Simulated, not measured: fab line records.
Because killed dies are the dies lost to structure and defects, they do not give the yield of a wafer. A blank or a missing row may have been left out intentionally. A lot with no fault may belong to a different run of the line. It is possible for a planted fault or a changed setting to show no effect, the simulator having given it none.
Shared-tool check -- flow sky130 -- 39 wafers sampled across 13 lots

## REASON IT WAS OPENED
SKY_LDD_N_TW_MEAS_17, reading LDD_N_TW: flagged on 1 of 13 lots. Wafers without a fault read 2573, standard deviation 16.
Rule: flag the lot when none of its wafers has a number, or when each of its wafers that has one lies beyond 4 standard deviations from that mean. All remaining lots are regarded as sound.

lot,measured,on,"LDD_N_TW, wafer by wafer",flag
L138,day 17 12:40,film metro-03,2573 2567 2582,
L139,day 17 19:16,film metro-03,2575 2585 2579,
L140,day 18 05:05,film metro-03,2589 2581 2579,
L142,day 19 00:23,film metro-01,30 30 29,FLAGGED
L146,day 20 20:08,film metro-01,2575 2551 2551,
L152,day 23 05:34,film metro-03,2585 2596 2576,
L153,day 23 19:10,film metro-03,2592 2604 2578,
L155,day 24 17:13,film metro-01,2571 2586 2567,
L156,day 24 20:44,film metro-04,2589 2586 2592,
L157,day 25 04:02,film metro-01,2562 2567 2558,
L158,day 25 07:13,film metro-01,2556 2576 2553,
L159,day 25 15:14,film metro-01,2563 2573 2570,
L160,day 26 03:01,film metro-03,2589 2591 2580,
Averaged over the flagged lots the numbers come to 30, -2543 from the usual (-99 or more standard deviations).

## EACH LOT AND THE TOOL IT RAN ON
The record holds 1 process step before the reading, out of a route of 708 steps. Cell contents, in order: the tool; ch with the chambers the sampled wafers went through; the start.
lot,flag,SKY_LDD_N_EXPOSE_04
L138,,"iline stepper-02 ch 0, day 16 20:55"
L139,,"iline stepper-01 ch 0, day 17 03:20"
L140,,"iline stepper-02 ch 0, day 17 13:01"
L142,FLAGGED,"iline stepper-02 ch 0, day 18 08:05"
L146,,"iline stepper-02 ch 0, day 20 04:30"
L152,,"iline stepper-02 ch 0, day 22 13:49"
L153,,"iline stepper-01 ch 0, day 23 02:09"
L155,,"iline stepper-01 ch 0, day 24 01:32"
L156,,"iline stepper-01 ch 0, day 24 04:43"
L157,,"iline stepper-02 ch 0, day 24 12:23"
L158,,"iline stepper-01 ch 0, day 24 15:06"
L159,,"iline stepper-01 ch 0, day 24 23:47"
L160,,"iline stepper-01 ch 0, day 25 11:04"
These steps, and what they do:
- SKY_LDD_N_EXPOSE_04: exposes mask NTM, target cd 840 nm.
- SKY_LDD_N_TW_MEAS_17

## FLAGGED AGAINST TOTAL, ONE TOOL AT A TIME (gauges that did the reading follow at the end)
step,tool,lots run,flagged,share of the flagged lots,sound lots run after its first flagged lot
SKY_LDD_N_EXPOSE_04,iline stepper-01,7,0,none,-
SKY_LDD_N_EXPOSE_04,iline stepper-02,6,1,all,"3 (L146,L152,L157)"
SKY_LDD_N_TW_MEAS_17,film metro-01,6,1,all,"5 (L146,L155,L157,L158,L159)"
SKY_LDD_N_TW_MEAS_17,film metro-03,6,0,none,-
SKY_LDD_N_TW_MEAS_17,film metro-04,1,0,none,-

## THE TABLE: WHAT IT ALLOWS
Rows of the table that ran all the flagged lots, 2 in number: iline stepper-02 at SKY_LDD_N_EXPOSE_04; film metro-01 at SKY_LDD_N_TW_MEAS_17.
- iline stepper-02 at SKY_LDD_N_EXPOSE_04: 1 of its 6 lots flagged. Sound lots ran on it after the first flagged one (L146, L152, L157), which a lasting fault on the whole tool wouldn't allow.
- film metro-01 at SKY_LDD_N_TW_MEAS_17: 1 of its 6 lots flagged. Sound lots ran on it after the first flagged one (L146, L155, L157, L158, L159), which a lasting fault on the whole tool wouldn't allow.
None of the table's rows ran every flagged lot and, after the first, no sound lot.

## WHAT WAS PUT IN BY THE SIMULATOR
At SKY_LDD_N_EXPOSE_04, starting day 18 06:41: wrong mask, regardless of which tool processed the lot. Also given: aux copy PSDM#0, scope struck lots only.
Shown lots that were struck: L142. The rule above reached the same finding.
